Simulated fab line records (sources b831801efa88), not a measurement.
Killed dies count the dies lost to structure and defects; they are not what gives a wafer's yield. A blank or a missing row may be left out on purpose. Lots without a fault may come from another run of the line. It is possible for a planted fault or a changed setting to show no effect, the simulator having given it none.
Comparing a struck lot with a sound one ; flow sky130 ; 31 steps out of a route of 708
Sound: these wafers, L593.1, L593.3, L593.4. Struck: wafers L598.5, L598.6 (left out: L598.3, a lot-mate that was not struck); the cause follows at the end.
Per side, at each step with rows, come the tool, then ch with its chambers, and then its first start. Under that, the readings that differ: sound wafers ; struck wafers ; difference of the means ; sigmas: that difference in standard deviations of wafers without a fault.
alike: readings whose means differ by less than 2 such deviations, and words and numbers that are the same on both sides. not compared: withheld readings, readings that some wafer has no value for, bounds like >300 that may hide the same value, and numbers for which the record gives no deviation and whose values overlap.
The two part at a step that has a row with sigmas, a row that says differs or no value, or rows on one side only. Non-overlapping numbers with no deviation appear without sigmas and do not part them. Lack of a reading on every wafer of one side parts them only where that side has two or more wafers.

SKY_LI_CONTACT_OVL_MEAS_13:
  sound: overlay-02 at day 32 04:08; struck: overlay-01 at day 33 23:22
  alike: LI_CONTACT_OVL
then, 2 steps without rows for these wafers: SKY_LI_CONTACT_ETCH_14 (etches BARC in N2/H2, stops on SiO2, time 45.9 s, target depth 60 nm); SKY_LI_CONTACT_ETCH_15 (etches PSG in C4F8/O2/Ar, stops on Si, target depth 600 nm).
SKY_LI_CONTACT_STRIP_16: strips in O2/N2.
  sound on plasmaAsher-02 ch 0,1, day 32 04:19; struck on plasmaAsher-01 ch 0,1, day 33 23:32
  alike: drypumpMotorCurrentA, n2FlowSccm, oesProductAu, stripTimeToEndpointS
  not compared: rfHoursCounterH
then, 4 steps without rows for these wafers: SKY_LI_CONTACT_CLEAN_17 (cleans in NMP, time 600 s); SKY_LI_CONTACT_PRE_CLEAN_18 (time 5.6 s); SKY_LI_CONTACT_SPUTTER_19 (material Ti, target thk 20 nm, time 106.37 s); SKY_LI_CONTACT_SPUTTER_20 (material TiN, target thk 20 nm, time 80 s).
SKY_LI_CONTACT_CVD_21: deposits W, target thk 400 nm, time 120.56 s.
  sound on cvdW-02 ch 0,1, day 32 04:44; struck on cvdW-02 ch 0,1, day 34 00:00
  alike: heaterPowerW
SKY_LI_CONTACT_RS_MEAS_22: measurement is done with a four-point probe.
  sound: filmMetro-02 at day 32 04:52; struck: filmMetro-02 at day 34 00:07
  alike: LI_CONTACT_W_RS
SKY_LI_CONTACT_THK_MEAS_23: measures by xrf.
  sound: filmMetro-02 at day 32 04:59; struck: filmMetro-02 at day 34 00:13
  alike: LI_CONTACT_W_THK
SKY_LI_CONTACT_CMP_24: polishes, stops on PSG, t overpolish 20 s, target thk 0 nm.
  sound on cmp-01 ch 1,2,3, day 32 05:12; struck on cmp-02 ch 0,3, day 34 00:16
  alike: motorCurrentA, overpolishRunS, timeToEndpointS
SKY_LOCAL_INTERCONNECT_SPUTTER_00: material TiN, target thk 100 nm, time 83.3 s.
  sound: pvdSputter-01 at day 32 05:30; struck: pvdSputter-03 at day 34 00:34
reading;sound;struck;difference;sigmas
throttleValvePct (%);32.0 31.6 31.2;28.1 30.1;-2.5;-2
model.TiN_of_LOCAL_INTERCONNECT_SPUTTER_00.thkNm (nm);100.3 99.78 100.1;90.36 88.67;-10.55;
SKY_LOCAL_INTERCONNECT_RS_MEAS_01: measurement is done with a four-point probe.
  sound: filmMetro-03 at day 32 05:34; struck: filmMetro-04 at day 34 00:40
reading;sound;struck;difference;sigmas
LOCAL_INTERCONNECT_TIN_RS (ohm/sq);14.12 14.16 14.14;15.73 16.07;+1.76;+9
SKY_LOCAL_INTERCONNECT_THK_MEAS_02: measures by xrf.
  sound: filmMetro-03 at day 32 05:41; struck: filmMetro-04 at day 34 00:46
reading;sound;struck;difference;sigmas
LOCAL_INTERCONNECT_TIN_THK (nm);98.6 97.8 98.2;88.5 87.0;-10.5;-8
then, 8 steps without rows for these wafers: SKY_LOCAL_INTERCONNECT_DEHYDRATE_03 (time 60 s); SKY_LOCAL_INTERCONNECT_HMDS_04 (prime time 60 s); SKY_LOCAL_INTERCONNECT_COAT_05 (resist thk 60 nm); SKY_LOCAL_INTERCONNECT_COAT_06 (resist thk 450 nm); SKY_LOCAL_INTERCONNECT_SOFTBAKE_07 (time 90 s); SKY_LOCAL_INTERCONNECT_EXPOSE_08 (exposes mask LI1M, target cd 170 nm); SKY_LOCAL_INTERCONNECT_PEB_09; SKY_LOCAL_INTERCONNECT_DEVELOP_10 (develop time 60 s).
SKY_LOCAL_INTERCONNECT_CD_MEAS_11: the cd target is 170 nm.
  sound: cdSem-01 at day 33 09:08; struck: cdSem-01 at day 35 03:57
  alike: cdNm
SKY_LOCAL_INTERCONNECT_OVL_MEAS_12:
  sound: overlay-01 at day 33 09:16; struck: overlay-01 at day 35 04:03
  alike: LOCAL_INTERCONNECT_OVL
SKY_LOCAL_INTERCONNECT_ETCH_13: etches BARC in N2/H2, stops on SiO2, time 45.9 s, target depth 60 nm.
  sound on rieMetal-02 ch 0,1, day 33 09:18; struck on rieMetal-03 ch 0,1, day 35 04:05
  alike: drypumpMotorCurrentA, h2FlowSccm, heBacksideLeakSccm, n2FlowSccm, oesProductAu, throttleValvePct
  not compared: rfHoursCounterH
SKY_LOCAL_INTERCONNECT_METAL_ETCH_14: etches TiN in Cl2/BCl3, stops on PSG, target depth 110 nm, time 31.4 s.
  sound on rieMetal-02 ch 0,1, day 33 09:22; struck on rieMetal-03 ch 0,1, day 35 04:09
reading;sound;struck;difference;sigmas
oesProductAu (a.u.);0.948 0.943 0.940;0.887 0.885;-0.058;-7
throttleValvePct (%);21.895 21.907 21.902;21.912 21.941;+0.025;+2
  alike: drypumpMotorCurrentA, heBacksideLeakSccm
  not compared: rfHoursCounterH
SKY_LOCAL_INTERCONNECT_STRIP_15: strips in O2/N2.
  sound on plasmaAsher-01 ch 0,1, day 33 09:25; struck on plasmaAsher-01 ch 0,1, day 35 04:13
reading;sound;struck;difference;sigmas
n2FlowSccm (sccm);301.3 301.4 300.5;299.0 299.2;-2.0;-2
  alike: drypumpMotorCurrentA, oesProductAu, stripTimeToEndpointS
  not compared: rfHoursCounterH
SKY_LOCAL_INTERCONNECT_STRIP_16: strips in post etch residue remover, time 1200 s.
  sound on wetBench-03 ch 3, day 33 09:31; struck on wetBench-04 ch 2, day 35 04:17
reading;sound;struck;difference;sigmas
model.TiN_of_LOCAL_INTERCONNECT_SPUTTER_00.thkNm (nm);99.89 99.36 99.67;89.94 88.25;-10.55;
then, 1 step without rows for these wafers: SKY_LOCAL_INTERCONNECT_CLEAN_17 (cleans in IPA, time 180 s).
-- a jump in the record: the struck wafers' starts before and after are 14 days apart (it breaks off in module LOCAL_INTERCONNECT and resumes in module PAD_OPEN, where the first step shown is number 708 of the route) --
SKY_PAD_OPEN_PROBE_99:
  sound: prober-02 at day 48 08:25; struck: prober-02 at day 49 15:13
reading;sound;struck;difference;sigmas
model.etest.resLi.lineOhmUm;75 74.67 74.88;82.38 84.89;+8.78;
model.etest.resLi.rsOhmSq;12.71 12.88 12.86;14.25 14.49;+1.55;
model.etest.mconChain.rcOhm;16.15 16.96 16.15;17.2 17.58;+1.0;
  alike: killed_at_M0_to_M3, killed_at_M4_up, killedAtContacts, killedAtFrontEnd, killedAtOther, killedDies, killedOpen, killedShort

== WHERE THEY PART ==
Last at SKY_LOCAL_INTERCONNECT_STRIP_15 as far as this record goes, first at SKY_LOCAL_INTERCONNECT_SPUTTER_00. Later steps at which nothing parts them and some readings are alike: SKY_PAD_OPEN_PROBE_99.

WHY: whatever the simulator had introduced
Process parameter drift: pvdSputter-03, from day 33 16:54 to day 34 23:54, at SKY_LOCAL_INTERCONNECT_SPUTTER_00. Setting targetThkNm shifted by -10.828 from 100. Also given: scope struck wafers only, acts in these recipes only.
